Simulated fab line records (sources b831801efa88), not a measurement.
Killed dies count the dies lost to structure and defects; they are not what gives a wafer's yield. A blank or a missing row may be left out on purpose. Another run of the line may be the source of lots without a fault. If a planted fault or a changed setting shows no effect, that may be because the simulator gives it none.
fab line records + flow gf180mcu + part 2 of 2: steps 27 to 37 of 37
record:
- lots: 5
- wafers: 15
- last-day: 34
route steps=602 shown VT_IMPLANT@132 MVSD@136 NWELL@137 LVPWELL@138 MVPSD@139 DUAL_GATE@141 POLY_GATE@157
lots with no fault: from the same line, run without faults
start-h: hours from the record's first day to the start of the lot's first wafer shown + wait-h: time in hours since the lot's previous step + " identical to the entry in the row above + L1.1+2: several wafers, shown together as one row + - no value, or no start was given + * or withheld: withheld + < > ~ a bound
route shown NAME@n: names a module that has steps shown in the file, with the first one's number in the route + usual: mean/standard deviation of fault-free wafers + same: alike in all rows + chamber/n: place in a boat + sites: the reading at each site + _std_site: standard deviation across them + _edge_site: inner sites' mean taken away from outer sites' mean + radius-mm: how far each site lies from the wafer's centre + mask NAME#n: copy n + behind: the tool/chamber that last shaped the wafer + hold: why the lot went on hold/how many hours it stayed there/how the hold came to an end + device: transistor that didn't switch, given as n, p or np + end of line: tests of these same wafers at the route's end + where a step has no rows: the recipe by itself + killed: the dies lost at the first sort to structure and to defects; this is not the yield of the wafer + map: a wafer's dies, x killed, . not, _ none there
set.NAME: setting as actually run; set.NAME@STEP: the setting as run at that earlier step + model.NAME: the simulator's own value behind a step, which no gauge read
lots seen at some steps along the route; tables by step, rows by wafer
services: from which hour (start-h, from the record's first day; less than 0 if before it) a tool's chamber was out of use, for how many hours, and why
== steps ==
step: GF_POLY_GATE_THK_MEAS_01
recipe:
- reads: poly-Si_of_POLY_GATE_CVD_00
usual:
- POLY_GATE_CVD_00_THK: 200.4/1.6
| lot.wafer | tool          | chamber | start-h | wait-h | POLY_GATE_CVD_00_THK[nm] |
|-----------|---------------|---------|---------|--------|--------------------------|
| L079.1    | film-metro-04 | -       | 212.51  | 0.0    | 200.9                    |
| L079.5    | "             | -       | "       | "      | 199.3                    |
| L079.6    | "             | -       | "       | "      | 200.2                    |
| L085.1    | film-metro-04 | -       | 255.96  | 0.0    | 202.0                    |
| L085.2    | "             | -       | "       | "      | 201.7                    |
| L085.4    | "             | -       | "       | "      | 201.1                    |
| L088.2    | film-metro-02 | -       | 275.86  | 0.0    | 196.4                    |
| L088.3    | "             | -       | "       | "      | 196.6                    |
| L088.5    | "             | -       | "       | "      | 198.1                    |
| L092.1    | film-metro-02 | -       | 304.49  | 0.0    | 199.6                    |
| L092.3    | "             | -       | "       | "      | 198.0                    |
| L092.4    | "             | -       | "       | "      | 199.9                    |
| L095.3    | film-metro-04 | -       | 324.33  | 0.0    | 202.6                    |
| L095.5    | "             | -       | "       | "      | 201.2                    |
| L095.6    | "             | -       | "       | "      | 201.4                    |
step: GF_POLY_GATE_DEHYDRATE_02
recipe:
- temp-c: 200
- time-s: 60
usual:
- exhaust-pa: 45.0/0.97
| lot.wafer | tool           | chamber | start-h | wait-h | exhaust-pa |
|-----------|----------------|---------|---------|--------|------------|
| L079.1    | litho-track-02 | 0       | 220.77  | 8.3    | 43.9       |
| L079.5    | "              | 0       | "       | "      | 45.1       |
| L079.6    | "              | 0       | "       | "      | 44.2       |
| L085.1    | litho-track-01 | 0       | 264.84  | 8.9    | 44.6       |
| L085.2    | "              | 0       | "       | "      | 44.6       |
| L085.4    | "              | 0       | "       | "      | 45.4       |
| L088.2    | litho-track-02 | 0       | 284.95  | 9.1    | 46.4       |
| L088.3    | "              | 0       | "       | "      | 44.9       |
| L088.5    | "              | 0       | "       | "      | 45.0       |
| L092.1    | litho-track-01 | 0       | 314.24  | 9.7    | 45.1       |
| L092.3    | "              | 0       | "       | "      | 44.8       |
| L092.4    | "              | 0       | "       | "      | 45.0       |
| L095.3    | litho-track-01 | 0       | 333.94  | 9.6    | 45.9       |
| L095.5    | "              | 0       | "       | "      | 46.3       |
| L095.6    | "              | 0       | "       | "      | 44.6       |
step: GF_POLY_GATE_HMDS_03
recipe:
- prime-time-s: 60
- prime-temp-c: 120
usual:
- exhaust-pa: 45.1/0.83
| lot.wafer | tool           | chamber | start-h | wait-h | exhaust-pa |
|-----------|----------------|---------|---------|--------|------------|
| L079.1    | litho-track-02 | 0       | 220.92  | 0.1    | 45.3       |
| L079.5    | "              | 0       | "       | "      | 43.4       |
| L079.6    | "              | 0       | "       | "      | 44.7       |
| L085.1    | litho-track-01 | 0       | 264.99  | 0.1    | 45.2       |
| L085.2    | "              | 0       | "       | "      | 45.7       |
| L085.4    | "              | 0       | "       | "      | 46.5       |
| L088.2    | litho-track-02 | 0       | 285.10  | 0.1    | 45.3       |
| L088.3    | "              | 0       | "       | "      | 44.8       |
| L088.5    | "              | 0       | "       | "      | 44.8       |
| L092.1    | litho-track-01 | 0       | 314.39  | 0.1    | 43.7       |
| L092.3    | "              | 0       | "       | "      | 44.4       |
| L092.4    | "              | 0       | "       | "      | 44.9       |
| L095.3    | litho-track-01 | 0       | 334.09  | 0.1    | 45.7       |
| L095.5    | "              | 0       | "       | "      | 46.5       |
| L095.6    | "              | 0       | "       | "      | 45.6       |
step: GF_POLY_GATE_COAT_04
recipe:
- resist: BARC
- temp-c: withheld
- time-s: withheld
- spin-rpm: withheld
- resist-thk-nm: withheld
usual:
- exhaust-pa: 45.2/0.88
| lot.wafer | tool           | chamber | start-h | wait-h | exhaust-pa |
|-----------|----------------|---------|---------|--------|------------|
| L079.1    | litho-track-02 | 0       | 221.07  | 0.1    | 44.9       |
| L079.5    | "              | 0       | "       | "      | 44.8       |
| L079.6    | "              | 0       | "       | "      | 45.0       |
| L085.1    | litho-track-01 | 0       | 265.14  | 0.1    | 45.7       |
| L085.2    | "              | 0       | "       | "      | 45.8       |
| L085.4    | "              | 0       | "       | "      | 45.9       |
| L088.2    | litho-track-02 | 0       | 285.25  | 0.1    | 45.2       |
| L088.3    | "              | 0       | "       | "      | 45.0       |
| L088.5    | "              | 0       | "       | "      | 45.4       |
| L092.1    | litho-track-01 | 0       | 314.54  | 0.1    | 46.1       |
| L092.3    | "              | 0       | "       | "      | 46.0       |
| L092.4    | "              | 0       | "       | "      | 45.0       |
| L095.3    | litho-track-01 | 0       | 334.24  | 0.1    | 42.6       |
| L095.5    | "              | 0       | "       | "      | 44.3       |
| L095.6    | "              | 0       | "       | "      | 44.5       |
step: GF_POLY_GATE_COAT_05
recipe:
- resist: KrF
- spin-rpm: withheld
- resist-thk-nm: 700
usual:
- exhaust-pa: 45.0/0.89
| lot.wafer | tool           | chamber | start-h | wait-h | exhaust-pa |
|-----------|----------------|---------|---------|--------|------------|
| L079.1    | litho-track-02 | 0       | -       | -      | 45.2       |
| L079.5    | "              | 0       | "       | "      | 46.1       |
| L079.6    | "              | 0       | "       | "      | 44.9       |
| L085.1    | litho-track-01 | 0       | -       | -      | 44.8       |
| L085.2    | "              | 0       | "       | "      | 44.9       |
| L085.4    | "              | 0       | "       | "      | 43.7       |
| L088.2    | litho-track-02 | 0       | -       | -      | 44.4       |
| L088.3    | "              | 0       | "       | "      | 44.4       |
| L088.5    | "              | 0       | "       | "      | 44.5       |
| L092.1    | litho-track-01 | 0       | -       | -      | 44.9       |
| L092.3    | "              | 0       | "       | "      | 43.7       |
| L092.4    | "              | 0       | "       | "      | 44.9       |
| L095.3    | litho-track-01 | 0       | -       | -      | 44.9       |
| L095.5    | "              | 0       | "       | "      | 44.9       |
| L095.6    | "              | 0       | "       | "      | 45.1       |
step: GF_POLY_GATE_SOFTBAKE_06
recipe:
- temp-c: 130
- time-s: 60
- resist: KrF
usual:
- exhaust-pa: 45.0/0.88
| lot.wafer | tool           | chamber | start-h | wait-h | exhaust-pa |
|-----------|----------------|---------|---------|--------|------------|
| L079.1    | litho-track-02 | 0       | -       | -      | 45.2       |
| L079.5    | "              | 0       | "       | "      | 44.9       |
| L079.6    | "              | 0       | "       | "      | 44.8       |
| L085.1    | litho-track-01 | 0       | -       | -      | 45.8       |
| L085.2    | "              | 0       | "       | "      | 45.7       |
| L085.4    | "              | 0       | "       | "      | 45.7       |
| L088.2    | litho-track-02 | 0       | -       | -      | 44.2       |
| L088.3    | "              | 0       | "       | "      | 44.5       |
| L088.5    | "              | 0       | "       | "      | 44.8       |
| L092.1    | litho-track-01 | 0       | -       | -      | 46.5       |
| L092.3    | "              | 0       | "       | "      | 45.3       |
| L092.4    | "              | 0       | "       | "      | 45.0       |
| L095.3    | litho-track-01 | 0       | -       | -      | 46.0       |
| L095.5    | "              | 0       | "       | "      | 45.3       |
| L095.6    | "              | 0       | "       | "      | 44.4       |
step: GF_POLY_GATE_EXPOSE_07
recipe:
- mask-id: Poly2
- target-cd-nm: 280
- na: 0.68
- source-shape: conventional
- sigma-outer: 0.6
- dose-mj: 28
| lot.wafer  | tool           | chamber | start-h | wait-h | mask    |
|------------|----------------|---------|---------|--------|---------|
| L079.1+5+6 | krf-scanner-02 | 0       | -       | -      | Poly2#0 |
| L085.1+2+4 | krf-scanner-02 | 0       | -       | -      | Poly2#0 |
| L088.2+3+5 | krf-scanner-02 | 0       | -       | -      | Poly2#0 |
| L092.1+3+4 | krf-scanner-02 | 0       | -       | -      | Poly2#0 |
| L095.3+5+6 | krf-scanner-01 | 0       | -       | -      | Poly2#0 |
step: GF_POLY_GATE_PEB_08
recipe:
- peb-temp-c: 135
- peb-time-s: 90
- resist: KrF
usual:
- exhaust-pa: 45.0/0.72
| lot.wafer | tool           | chamber | start-h | wait-h | exhaust-pa |
|-----------|----------------|---------|---------|--------|------------|
| L079.1    | litho-track-03 | 0       | -       | -      | 45.0       |
| L079.5    | "              | 0       | "       | "      | 45.1       |
| L079.6    | "              | 0       | "       | "      | 46.4       |
| L085.1    | litho-track-01 | 0       | -       | -      | 45.0       |
| L085.2    | "              | 0       | "       | "      | 44.1       |
| L085.4    | "              | 0       | "       | "      | 44.6       |
| L088.2    | litho-track-01 | 0       | -       | -      | 45.3       |
| L088.3    | "              | 0       | "       | "      | 45.3       |
| L088.5    | "              | 0       | "       | "      | 44.6       |
| L092.1    | litho-track-01 | 0       | -       | -      | 45.9       |
| L092.3    | "              | 0       | "       | "      | 45.6       |
| L092.4    | "              | 0       | "       | "      | 45.1       |
| L095.3    | litho-track-03 | 0       | -       | -      | 45.2       |
| L095.5    | "              | 0       | "       | "      | 44.6       |
| L095.6    | "              | 0       | "       | "      | 44.9       |
step: GF_POLY_GATE_DEVELOP_09
recipe:
- develop-time-s: 60
- resist: KrF
- dev-temp-c: 21
usual:
- exhaust-pa: 45.1/0.73
| lot.wafer | tool           | chamber | start-h | wait-h | exhaust-pa |
|-----------|----------------|---------|---------|--------|------------|
| L079.1    | litho-track-03 | 0       | 230.13  | 0.2    | 45.6       |
| L079.5    | "              | 0       | "       | "      | 46.0       |
| L079.6    | "              | 0       | "       | "      | 46.9       |
| L085.1    | litho-track-01 | 0       | 275.14  | 0.2    | 44.8       |
| L085.2    | "              | 0       | "       | "      | 43.6       |
| L085.4    | "              | 0       | "       | "      | 46.0       |
| L088.2    | litho-track-01 | 0       | 294.91  | 0.2    | 45.1       |
| L088.3    | "              | 0       | "       | "      | 45.5       |
| L088.5    | "              | 0       | "       | "      | 45.1       |
| L092.1    | litho-track-01 | 0       | 325.59  | 0.2    | 45.2       |
| L092.3    | "              | 0       | "       | "      | 44.0       |
| L092.4    | "              | 0       | "       | "      | 43.7       |
| L095.3    | litho-track-03 | 0       | 344.98  | 0.1    | 45.2       |
| L095.5    | "              | 0       | "       | "      | 46.6       |
| L095.6    | "              | 0       | "       | "      | 44.6       |
step: GF_POLY_GATE_CD_MEAS_10
recipe:
- target-cd-nm: 280
usual:
- cd-nm: 279.5/1.3
| lot.wafer | tool      | chamber | start-h | wait-h | cd-nm |
|-----------|-----------|---------|---------|--------|-------|
| L079.1    | cd-sem-02 | -       | 230.36  | 0.2    | 281.0 |
| L079.5    | "         | -       | "       | "      | 281.4 |
| L079.6    | "         | -       | "       | "      | 281.3 |
| L085.1    | cd-sem-02 | -       | 275.29  | 0.1    | 279.2 |
| L085.2    | "         | -       | "       | "      | 280.7 |
| L085.4    | "         | -       | "       | "      | 280.9 |
| L088.2    | cd-sem-01 | -       | 295.06  | 0.1    | 280.4 |
| L088.3    | "         | -       | "       | "      | 281.5 |
| L088.5    | "         | -       | "       | "      | 280.0 |
| L092.1    | cd-sem-01 | -       | 325.74  | 0.1    | 278.3 |
| L092.3    | "         | -       | "       | "      | 278.4 |
| L092.4    | "         | -       | "       | "      | 277.9 |
| L095.3    | cd-sem-02 | -       | 345.12  | 0.1    | 280.3 |
| L095.5    | "         | -       | "       | "      | 279.5 |
| L095.6    | "         | -       | "       | "      | 279.6 |
step: GF_POLY_GATE_OVL_MEAS_11
usual:
- POLY_GATE_OVL: 0/4.9
| lot.wafer | tool       | chamber | start-h | wait-h | POLY_GATE_OVL[nm] |
|-----------|------------|---------|---------|--------|-------------------|
| L079.1    | overlay-01 | -       | 230.48  | 0.1    | -3                |
| L079.5    | "          | -       | "       | "      | -2                |
| L079.6    | "          | -       | "       | "      | -3                |
| L085.1    | overlay-02 | -       | 275.41  | 0.1    | 4                 |
| L085.2    | "          | -       | "       | "      | 11                |
| L085.4    | "          | -       | "       | "      | 12                |
| L088.2    | overlay-01 | -       | 295.16  | 0.1    | 3                 |
| L088.3    | "          | -       | "       | "      | 3                 |
| L088.5    | "          | -       | "       | "      | 5                 |
| L092.1    | overlay-02 | -       | 325.86  | 0.1    | -7                |
| L092.3    | "          | -       | "       | "      | -5                |
| L092.4    | "          | -       | "       | "      | -6                |
| L095.3    | overlay-02 | -       | 345.21  | 0.1    | 10                |
| L095.5    | "          | -       | "       | "      | 3                 |
| L095.6    | "          | -       | "       | "      | 7                 |
== services ==
| tool             | chamber | start-h | hours | kind   |
|------------------|---------|---------|-------|--------|
| krf-scanner-01   | -       | 169.74  | 1.0   | pm     |
| wet-bench-03     | -       | 175.71  | 4.4   | pm     |
| krf-scanner-01   | -       | 176.35  | 4.0   | pm     |
| iline-stepper-01 | -       | 178.59  | 4.4   | pm     |
| furnace-02       | -       | 185.79  | 3.3   | pm     |
| krf-scanner-02   | -       | 188.03  | 4.4   | pm     |
| furnace-01       | -       | 192.07  | 10.3  | pm     |
| krf-scanner-01   | -       | 194.88  | 1.3   | pm     |
| krf-scanner-01   | -       | 203.90  | 11.8  | repair |
| krf-scanner-01   | -       | 208.57  | 2.6   | repair |
| iline-stepper-02 | -       | 213.54  | 1.7   | pm     |
| krf-scanner-01   | -       | 215.70  | 0.8   | pm     |
| plasma-asher-03  | -       | 217.84  | 24.6  | repair |
| krf-scanner-01   | -       | 223.52  | 72.0  | pm     |
| furnace-01       | -       | 254.16  | 3.3   | pm     |
| wet-bench-03     | -       | 290.47  | 1.2   | repair |
| wet-bench-04     | -       | 292.74  | 1.9   | pm     |
| krf-scanner-02   | -       | 295.52  | 1.0   | pm     |
| krf-scanner-02   | -       | 296.52  | 0.8   | pm     |
| plasma-asher-04  | -       | 318.60  | 10.2  | repair |
| rtp-anneal-02    | -       | 320.16  | 5.9   | pm     |
| krf-scanner-02   | -       | 332.02  | 1.3   | pm     |
| krf-scanner-01   | -       | 336.95  | 11.6  | repair |
| iline-stepper-01 | -       | 340.68  | 1.7   | pm     |
